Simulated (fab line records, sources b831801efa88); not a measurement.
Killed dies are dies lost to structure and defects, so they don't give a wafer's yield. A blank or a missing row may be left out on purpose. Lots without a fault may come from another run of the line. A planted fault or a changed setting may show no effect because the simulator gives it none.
Split-lot experiment | flow sfq_line | 5 lots, 23 wafers read, on a route of 325 steps

THE SPLIT
At SFQ_TRILAYER_I0_CMP_CMP_028 (polishes SiO2), the setting leave_above_ref_nm was moved away from the recipe's 200 nm on 7 of the 23 wafers read, by -5.2% to +7.1%. The other wafers ran this setting at the recipe's value.

FROM THE SPLIT TO THE READING: what the file shows between them, 5 steps
- SFQ_TRILAYER_I0_METRO_MEASURE_029
- SFQ_TRILAYER_I0_VIA_LITHO_COAT_031: resist thk 650 nm (also split here: spin_rpm)
- SFQ_TRILAYER_I0_VIA_LITHO_PEB_034: peb time 60 s (also split here: peb_time_s)
- SFQ_TRILAYER_I0_VIA_LITHO_DEVELOP_033: time 60 s
- SFQ_TRILAYER_I0_VIA_BARC_OPEN_VIA_ETCH_046: etches BARC in O2, target depth 125 nm, time 41.7 s

THE READING
oes_product_au, in a.u., at SFQ_TRILAYER_I0_VIA_ETCH_VIA_ETCH_034 (etches SiO2 in CHF3, stops on Nb, target depth 260 nm). Fault-free wafers of this fab line usually give 0.854 a.u., standard deviation 0.0051 a.u..

wafer  | tool, chamber at the split | leave_above_ref_nm as run, nm | against the recipe | oes_product_au, a.u. | against lot-mates on the recipe
L074.1 | cmp-01, 2                  | 200                           | recipe             | 0.851                | -
L074.2 | cmp-01, 0                  | 214.1                         | +7.1%              | 0.881                | +0.026
L074.4 | cmp-01, 3                  | 214.1                         | +7.1%              | 0.894                | +0.039
L074.5 | cmp-01, 3                  | 214.1                         | +7.1%              | 0.892                | +0.037
L074.6 | cmp-01, 2                  | 200                           | recipe             | 0.859                | -
L075.1 | cmp-01, 1                  | 189.5                         | -5.2%              | 0.827                | -0.027
L075.2 | cmp-01, 2                  | 189.5                         | -5.2%              | 0.829                | -0.025
L075.3 | cmp-01, 3                  | 200                           | recipe             | 0.853                | -
L075.4 | cmp-01, 0                  | 200                           | recipe             | 0.858                | -
L075.6 | cmp-01, 3                  | 200                           | recipe             | 0.851                | -
L080.1 | cmp-01, 2                  | 207.9                         | +4.0%              | 0.877                | +0.024
L080.2 | cmp-01, 0                  | 200                           | recipe             | 0.852                | -
L080.4 | cmp-01, 1                  | 200                           | recipe             | 0.852                | -
L080.5 | cmp-01, 1                  | 200                           | recipe             | 0.855                | -
L080.6 | cmp-01, 0                  | 207.9                         | +4.0%              | 0.872                | +0.019
L083.3 | cmp-01, 1                  | 200                           | recipe             | 0.853                | -
L083.4 | cmp-01, 3                  | 200                           | recipe             | 0.845                | -
L083.6 | cmp-01, 2                  | 200                           | recipe             | 0.850                | -
L085.2 | cmp-01, 0                  | 200                           | recipe             | 0.844                | -
L085.3 | cmp-01, 2                  | 200                           | recipe             | 0.855                | -
L085.4 | cmp-01, 3                  | 200                           | recipe             | 0.837                | -
L085.5 | cmp-01, 2                  | 200                           | recipe             | 0.849                | -
L085.6 | cmp-01, 3                  | 200                           | recipe             | 0.844                | -

THE FIT
A straight line over all 23 wafers: oes_product_au changes by +0.00519 a.u. for each +1% of leave_above_ref_nm; r = +0.95; the points scatter about the line by 0.0056 a.u..
The same after taking each lot's own level away (the mean of its wafers on the recipe; 23 wafers): +0.00493 a.u. for each +1%; r = +0.96; scatter 0.0044 a.u..
On that fit, the largest move of leave_above_ref_nm shifts the reading by 0.035 a.u..
The lots' own levels span 0.8458 to 0.8550 a.u., that is 1.8 times the standard deviation above.
So the lot-to-lot level changes the slope little: the two slopes agree.
Check: with one of the wafers moved furthest among these (+7.1%) left out of the fit, the line predicts +0.0373 a.u. for it against its lot-mates. It came out at +0.026 a.u. against them.

OTHER SPLITS ON THESE WAFERS
These wafers also went through other splits before the reading. Each is held against what the fit with the lots' levels taken away leaves over:
other split on the same wafers               | wafers away from the commonest value | r with oes_product_au (lot level and that fit taken away)
SFQ_TRILAYER_L0_LITHO_COAT_005 spin_rpm      | 7                                    | -0.47
SFQ_TRILAYER_L0_LITHO_EXPOSE_006 dose_mj     | 9                                    | +0.15
SFQ_TRILAYER_L0_VIA_LITHO_PEB_016 peb_time_s | 6                                    | +0.21
SFQ_TRILAYER_M0_LITHO_PEB_024 peb_temp_c     | 8                                    | +0.13
SFQ_TRILAYER_I0_VIA_LITHO_COAT_031 spin_rpm  | 12                                   | -0.11
SFQ_TRILAYER_I0_VIA_LITHO_PEB_034 peb_time_s | 9                                    | +0.18

THE WHOLE CHAIN: every reading that the file lists as answering this split, in the file's order
step                                  | what it does                                          | reading                                                                                   | change (the file's fit)                   | r (the file's)
SFQ_TRILAYER_I0_CMP_CMP_028           | polishes SiO2                                         | SiO2_of_TRILAYER_I0_DEP_PECVD_027.thk_nm (the simulator's own value, which no gauge read) | +1.84 nm for each +1% of the setting      | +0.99
SFQ_TRILAYER_I0_METRO_MEASURE_029     |                                                       | thk_nm                                                                                    | +1.84 nm for each +1% of the setting      | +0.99
SFQ_TRILAYER_I0_VIA_ETCH_VIA_ETCH_034 | etches SiO2 in CHF3, stops on Nb, target depth 260 nm | oes_product_au                                                                            | +0.00497 a.u. for each +1% of the setting | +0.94
SFQ_TRILAYER_I0_VIA_ETCH_VIA_ETCH_034 | etches SiO2 in CHF3, stops on Nb, target depth 260 nm | I0.feature_depth_nm (the simulator's own value, which no gauge read)                      | +1.84 nm for each +1% of the setting      | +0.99

THE FILE'S OWN FIT
oes_product_au changes by +0.00497 a.u. for each +1% of leave_above_ref_nm, r = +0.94.
